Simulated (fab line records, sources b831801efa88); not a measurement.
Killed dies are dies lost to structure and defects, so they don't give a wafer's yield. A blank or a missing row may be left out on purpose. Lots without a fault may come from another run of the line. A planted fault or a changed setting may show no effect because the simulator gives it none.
fab line records | flow sky130
record lots=11 wafers=33 last_day=50
route steps=708 shown VT_ADJUST_NCORE@129 CONTACT@430 METAL3@533
lots that met no fault: from a run of the same line without faults
start_h: hours from the record's first day to the start of the lot's first wafer shown | wait_h: hours since the lot's step before | " the same as in the row above | L1.1+2: a row that stands for several wafers | - no value, or no start given | * or withheld: withheld | < > ~ a bound
route shown NAME@n: a module of which the file shows steps, and the number in the route of the first | usual: mean/standard deviation of fault-free wafers | same: alike in all rows | chamber/n: place in a boat | sites: the reading at each site | _std_site: their standard deviation | _edge_site: outer sites' mean less inner sites' | radius_mm: how far each site lies from the wafer's centre | mask NAME#n: copy n | behind: the tool/chamber that last shaped the wafer | hold: why the lot was held/for how many hours/how that ended | device: the transistor (n, p or np) that didn't switch | end of line: the same wafers' tests at the end of the route | a step without rows: its recipe alone | killed: dies lost to structure and defects at the first sort, not the wafer's yield | map: a wafer's dies, x killed, . not, _ none there
set.NAME: the setting as run; set.NAME@STEP: as run at that earlier step | model.NAME: the simulator's own value behind a step, which no gauge read
steps of the route over a sample of lots; a table a step, a row a wafer
services: from which hour (start_h, from the record's first day; less than 0 if before it) a tool's chamber was out of use, for how many hours, and why
## steps
# step SKY_VT_ADJUST_NCORE_STRIP_10
# recipe chemistry=O2/N2 power_w=1400 pressure_mtorr=1500 platen_temp_c=withheld o2_flow_sccm=3000 n2_flow_sccm=300 overash_fraction=0.5
# usual drypump_motor_current_A=5.86/0.26 n2_flow_sccm=299.9/0.91 o2_flow_sccm=2999/10 oes_product_au=0.714/0.0046 strip_time_to_endpoint_s=14.19/0.04
# same overash_fraction=0.5
# columns lot.wafer tool chamber start_h wait_h drypump_motor_current_A n2_flow_sccm o2_flow_sccm oes_product_au rf_hours_counter_h strip_time_to_endpoint_s
L787.1 plasma_asher-01 0 191.53 0.1 5.43 299.1 2988 0.713 49 14.17
L787.4 " 1 " " 5.99 299.8 2985 0.721 - 14.13
L787.6 " 0 " " 5.46 299.0 2995 0.713 - 14.16
L790.1 plasma_asher-01 1 205.55 0.1 6.00 298.8 2988 0.708 50 14.25
L790.5 " 0 " " 5.44 301.3 3017 0.714 - 14.24
L790.6 " 1 " " 6.01 300.0 2987 0.718 - 14.24
L792.3 plasma_asher-04 0 219.28 0.1 5.72 297.1 2997 0.712 - 14.21
L792.4 " 1 " " 5.86 299.1 3007 0.710 - 14.16
L792.5 " 0 " " 5.71 299.8 3013 0.708 - 14.19
L793.3 plasma_asher-01 0 226.51 0.1 5.41 300.2 3012 0.710 - 14.24
L793.5 " 0 " " 5.42 300.5 3007 0.709 - 14.22
L793.6 " 1 " " 6.03 300.0 3001 0.716 - 14.19
L797.1 plasma_asher-04 1 249.73 0.1 5.83 300.1 3009 0.717 12 14.17
L797.2 " 0 " " 5.71 299.1 2999 0.714 12 14.15
L797.3 " 0 " " 5.73 299.7 2994 0.715 - 14.17
L802.4 plasma_asher-04 0 292.21 0.1 5.70 301.7 3006 0.724 - 14.23
L802.5 " 0 " " 5.66 300.9 3011 0.712 - 14.17
L802.6 " 1 " " 5.83 300.3 2998 0.723 - 14.18
L803.3 plasma_asher-03 1 294.08 0.1 6.22 300.1 3000 0.715 - 14.15
L803.5 " 0 " " 5.97 301.0 3012 0.714 - 14.17
L803.6 " 1 " " 6.23 300.1 2998 0.713 - 14.14
L804.1 plasma_asher-01 0 297.43 0.1 5.45 301.3 3008 0.716 59 14.19
L804.2 " 1 " " 6.01 300.1 2977 0.714 59 14.17
L804.3 " 1 " " 6.00 301.0 2983 0.713 - 14.11
L805.1 plasma_asher-03 1 304.15 0.1 6.19 300.9 2993 0.711 49 14.20
L805.2 " 0 " " 5.97 300.8 3011 0.714 49 14.17
L805.6 " 0 " " 5.92 300.9 2993 0.713 - 14.20
L808.1 plasma_asher-01 0 327.49 0.1 5.43 299.4 2998 0.719 62 14.21
L808.2 " 1 " " 6.01 299.9 3009 0.715 62 14.21
L808.5 " 1 " " 6.02 300.3 3018 0.710 - 14.17
L809.3 plasma_asher-04 1 336.46 0.1 5.85 298.4 3000 0.717 - 14.26
L809.4 " 0 " " 5.69 299.4 3006 0.719 - 14.24
L809.6 " 1 " " 5.83 298.3 2996 0.713 - 14.27
# step SKY_CONTACT_CVD_24
# recipe material=W target_thk_nm=340 time_s=102.12 temp_c=400 pressure_torr=40
# usual heater_power_w=856/88
# columns lot.wafer tool chamber start_h wait_h heater_power_w
L787.1 cvd_w-02 1 742.89 0.0 981
L787.4 " 1 " " 959
L787.6 " 1 " " 951
L790.1 cvd_w-02 0 759.92 0.0 749
L790.5 " 0 " " 732
L790.6 " 1 " " 969
L792.3 cvd_w-02 0 777.51 0.1 761
L792.4 " 1 " " 990
L792.5 " 1 " " 953
L793.3 cvd_w-02 0 786.21 0.1 775
L793.5 " 0 " " 764
L793.6 " 1 " " 957
L797.1 cvd_w-01 1 815.39 0.0 898
L797.2 " 0 " " 814
L797.3 " 0 " " 812
L802.4 cvd_w-02 1 855.58 0.1 983
L802.5 " 1 " " 953
L802.6 " 0 " " 751
L803.3 cvd_w-02 1 862.26 0.1 972
L803.5 " 0 " " 775
L803.6 " 1 " " 986
L804.1 cvd_w-01 1 864.88 0.0 915
L804.2 " 0 " " 822
L804.3 " 0 " " 812
L805.1 cvd_w-02 1 866.18 0.0 940
L805.2 " 0 " " 734
L805.6 " 0 " " 742
L808.1 cvd_w-01 1 892.10 0.0 906
L808.2 " 0 " " 821
L808.5 " 0 " " 810
L809.3 cvd_w-01 1 900.72 0.1 886
L809.4 " 0 " " 825
L809.6 " 1 " " 896
# step SKY_CONTACT_RS_MEAS_25
# recipe thk_meas_gauge=four-point-probe reads=W_of_CONTACT_CVD_24+TiN_of_CONTACT_SPUTTER_23
# usual CONTACT_W_RS=0.338/0.0061
# columns lot.wafer tool chamber start_h wait_h CONTACT_W_RS[ohm/sq]
L787.1 film_metro-01 - 743.00 0.1 0.342
L787.4 " - " " 0.339
L787.6 " - " " 0.344
L790.1 film_metro-01 - 760.03 0.1 0.345
L790.5 " - " " 0.342
L790.6 " - " " 0.340
L792.3 film_metro-04 - 777.62 0.1 0.344
L792.4 " - " " 0.341
L792.5 " - " " 0.340
L793.3 film_metro-04 - 786.32 0.1 0.343
L793.5 " - " " 0.344
L793.6 " - " " 0.340
L797.1 film_metro-04 - 815.50 0.1 0.333
L797.2 " - " " 0.322
L797.3 " - " " 0.327
L802.4 film_metro-04 - 855.71 0.1 0.342
L802.5 " - " " 0.340
L802.6 " - " " 0.235
L803.3 film_metro-02 - 862.37 0.1 0.342
L803.5 " - " " 0.240
L803.6 " - " " 0.341
L804.1 film_metro-01 - 864.99 0.1 0.340
L804.2 " - " " 0.328
L804.3 " - " " 0.325
L805.1 film_metro-01 - 866.29 0.1 0.343
L805.2 " - " " 0.236
L805.6 " - " " 0.235
L808.1 film_metro-01 - 892.21 0.1 0.340
L808.2 " - " " 0.326
L808.5 " - " " 0.324
L809.3 film_metro-01 - 900.84 0.1 0.338
L809.4 " - " " 0.328
L809.6 " - " " 0.337
# step SKY_CONTACT_THK_MEAS_26
# recipe thk_meas_gauge=xrf reads=W_of_CONTACT_CVD_24
# usual CONTACT_W_THK=333/6.6
# columns lot.wafer tool chamber start_h wait_h CONTACT_W_THK[nm]
L787.1 film_metro-01 - 743.12 0.1 328
L787.4 " - " " 331
L787.6 " - " " 324
L790.1 film_metro-01 - 760.15 0.1 326
L790.5 " - " " 330
L790.6 " - " " 332
L792.3 film_metro-04 - 777.72 0.1 327
L792.4 " - " " 329
L792.5 " - " " 331
L793.3 film_metro-04 - 786.42 0.1 328
L793.5 " - " " 326
L793.6 " - " " 331
L797.1 film_metro-04 - 815.62 0.1 340
L797.2 " - " " 352
L797.3 " - " " 345
L802.4 film_metro-04 - 855.80 0.1 337
L802.5 " - " " 333
L802.6 " - " " 482
L803.3 film_metro-02 - 862.47 0.1 327
L803.5 " - " " 461
L803.6 " - " " 330
L804.1 film_metro-01 - 865.11 0.1 327
L804.2 " - " " 340
L804.3 " - " " 342
L805.1 film_metro-01 - 866.41 0.1 326
L805.2 " - " " 468
L805.6 " - " " 471
L808.1 film_metro-01 - 892.33 0.1 332
L808.2 " - " " 347
L808.5 " - " " 347
L809.3 film_metro-01 - 900.94 0.1 337
L809.4 " - " " 344
L809.6 " - " " 336
# step SKY_CONTACT_CMP_27
# recipe stop_on=SiO2 t_overpolish_s=15 down_force_psi=3.5 platen_rpm=60 target_thk_nm=0 pad_velocity_m_s=0.94248
# usual motor_current_A=10.3/0.66 slurry_flow_ml_min=150.0/0.47 time_to_endpoint_s=80/4.1
# columns lot.wafer tool chamber start_h wait_h motor_current_A slurry_flow_ml_min time_to_endpoint_s
L787.4 cmp-02 1 743.18 0.0 10.1 150.4 80
L787.1 " 0 " " 10.0 149.8 87
L787.6 " 2 " " 10.1 149.6 81
L790.1 cmp-01 1 760.38 0.2 11.4 149.9 73
L790.6 " 3 " " 11.6 150.0 78
L790.5 " 0 " " 9.8 150.3 74
L792.3 cmp-02 3 777.76 0.0 8.8 150.4 81
L792.4 " 1 " " 10.9 150.0 79
L792.5 " 0 " " 9.8 150.6 84
L793.3 cmp-01 3 786.46 0.0 10.5 150.3 71
L793.5 " 3 " " 11.0 149.5 76
L793.6 " 0 " " 10.6 150.5 73
L797.3 cmp-02 3 815.68 0.0 9.4 150.0 83
L797.1 " 0 " " 10.3 149.8 79
L797.2 " 1 " " 10.5 150.0 80
L802.4 cmp-01 1 855.98 0.2 12.0 149.2 72
L802.6 " 2 " " 11.5 148.9 114
L802.5 " 3 " " 11.1 150.2 77
L803.3 cmp-02 1 862.56 0.1 10.3 150.4 77
L803.5 " 0 " " 10.1 151.1 116
L803.6 " 1 " " 10.4 149.9 76
L804.1 cmp-01 0 865.22 0.1 10.6 150.1 75
L804.2 " 1 " " 11.3 149.9 80
L804.3 " 2 " " 9.8 150.1 84
L805.2 cmp-02 0 866.47 0.0 10.1 149.9 120
L805.1 " 3 " " 9.3 149.8 77
L805.6 " 1 " " 10.7 149.6 107
L808.2 cmp-01 2 892.49 0.1 11.0 150.3 85
L808.1 " 3 " " 10.9 149.7 83
L808.5 " 0 " " 10.0 149.9 85
L809.4 cmp-01 3 901.19 0.2 11.0 149.9 88
L809.3 " 0 " " 10.0 150.3 82
L809.6 " 3 " " 11.0 151.0 87
# step SKY_METAL3_SPUTTER_01
# recipe material=TiN target_thk_nm=20 power_w=6500 time_s=16.7 chamber_pressure_pa=0.4
# usual throttle_valve_pct=29.7/0.75
# same time_s=16.7
# columns lot.wafer tool chamber start_h wait_h throttle_valve_pct
L787.1 pvd_sputter-04 - 855.70 0.0 27.8
L787.4 " - " " 30.3
L787.6 " - " " 28.8
L790.1 pvd_sputter-04 - 872.03 0.0 29.8
L790.5 " - " " 28.1
L790.6 " - " " 29.1
L792.3 pvd_sputter-04 - 888.81 0.0 29.9
L792.4 " - " " 30.3
L792.5 " - " " 30.5
L793.3 pvd_sputter-04 - 896.99 0.0 30.3
L793.5 " - " " 29.9
L793.6 " - " " 30.3
L797.1 pvd_sputter-01 - 925.28 0.0 30.0
L797.2 " - " " 29.3
L797.3 " - " " 29.0
L802.4 pvd_sputter-02 - 962.64 0.0 30.4
L802.5 " - " " 30.6
L802.6 " - " " 30.8
L803.3 pvd_sputter-02 - 969.97 0.0 29.4
L803.5 " - " " 31.0
L803.6 " - " " 30.5
L804.1 pvd_sputter-01 - 971.30 0.0 30.0
L804.2 " - " " 29.2
L804.3 " - " " 29.1
L805.1 pvd_sputter-02 - 972.88 0.0 30.9
L805.2 " - " " 30.4
L805.6 " - " " 29.2
L808.1 pvd_sputter-02 - 996.84 0.0 29.5
L808.2 " - " " 30.1
L808.5 " - " " 29.3
L809.3 pvd_sputter-01 - 1004.27 0.0 29.4
L809.4 " - " " 29.0
L809.6 " - " " 28.9
# step SKY_METAL3_SPUTTER_02
# recipe material=AlCu target_thk_nm=735 power_w=10600 time_s=39.1 chamber_pressure_pa=0.4
# usual throttle_valve_pct=29.7/0.76
# same time_s=39.1
# columns lot.wafer tool chamber start_h wait_h throttle_valve_pct
L787.1 pvd_sputter-04 - 855.73 0.0 27.8
L787.4 " - " " 30.3
L787.6 " - " " 28.9
L790.1 pvd_sputter-04 - 872.05 0.0 29.8
L790.5 " - " " 28.1
L790.6 " - " " 28.9
L792.3 pvd_sputter-04 - 888.84 0.0 30.1
L792.4 " - " " 30.1
L792.5 " - " " 30.4
L793.3 pvd_sputter-04 - 897.01 0.0 30.4
L793.5 " - " " 29.8
L793.6 " - " " 30.1
L797.1 pvd_sputter-01 - 925.31 0.0 30.0
L797.2 " - " " 29.1
L797.3 " - " " 29.2
L802.4 pvd_sputter-02 - 962.67 0.0 30.4
L802.5 " - " " 30.7
L802.6 " - " " 30.8
L803.3 pvd_sputter-02 - 969.99 0.0 29.6
L803.5 " - " " 30.8
L803.6 " - " " 30.3
L804.1 pvd_sputter-01 - 971.32 0.0 29.7
L804.2 " - " " 29.0
L804.3 " - " " 28.9
L805.1 pvd_sputter-02 - 972.90 0.0 30.9
L805.2 " - " " 30.5
L805.6 " - " " 29.3
L808.1 pvd_sputter-02 - 996.86 0.0 29.5
L808.2 " - " " 30.3
L808.5 " - " " 29.6
L809.3 pvd_sputter-01 - 1004.29 0.0 29.2
L809.4 " - " " 29.2
L809.6 " - " " 29.0
## services
# columns tool chamber start_h hours kind
pvd_sputter-04 - 188.37 5.3 repair
pvd_sputter-04 - 234.40 2.1 repair
pvd_sputter-04 - 242.13 4.1 repair
pvd_sputter-04 - 282.02 2.0 repair
pvd_sputter-04 - 299.70 3.3 repair
cvd_w-02 - 311.88 1.4 repair
cvd_w-02 - 367.09 6.9 pm
cvd_w-02 - 390.00 14.0 pm
pvd_sputter-04 - 421.67 13.2 repair
pvd_sputter-02 - 441.34 1.2 repair
pvd_sputter-02 - 505.39 1.5 repair
pvd_sputter-04 - 514.23 3.3 repair
pvd_sputter-02 - 524.23 1.6 repair
pvd_sputter-04 - 530.55 4.2 repair
cvd_w-02 - 547.08 8.9 repair
pvd_sputter-04 - 578.13 3.5 repair
cvd_w-02 0 637.54 4.0 repair
pvd_sputter-04 - 696.44 0.6 repair
pvd_sputter-02 - 738.38 4.9 repair
pvd_sputter-02 - 772.08 10.3 repair
pvd_sputter-04 - 900.39 18.2 repair
pvd_sputter-02 - 942.36 10.4 repair
cvd_w-02 - 953.39 1.9 repair
pvd_sputter-04 - 957.31 26.4 repair
## key
first_sign step=SKY_CONTACT_RS_MEAS_25 reading=CONTACT_W_RS direction=down sigmas=17 usual=0.338 struck=0.236
effect step=SKY_CONTACT_THK_MEAS_26 reading=CONTACT_W_THK direction=up sigmas=21 usual=333 struck=470
effect step=SKY_CONTACT_CMP_27 reading=time_to_endpoint_s direction=up sigmas=8.3 usual=* struck=*
met_at SKY_CONTACT_CVD_24
struck_lots L802,L803,L805
struck_wafers L802.6,L803.5,L805.2,L805.6
tester_left_out L802,L803,L805
not_acting_at SKY_VT_ADJUST_NCORE_STRIP_10,SKY_METAL3_SPUTTER_01,SKY_METAL3_SPUTTER_02
onset_between 786.21 855.58
fault kind=process_parameter_drift tool=cvd_w-02 chamber=0 onset_h=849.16 steps=SKY_CONTACT_CVD_24 channel=target_thk_nm offset=146.71 shape=step end_h=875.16 acts_in=these_recipes_only stated=340
# tester_left_out: of these lots the tester's yield and bins aren't shown, on N5 and GAA mostly nor the transistor test; their killed dies are dies lost to structure and defects alone, not to doping, threshold or leakage, so they don't give the yield
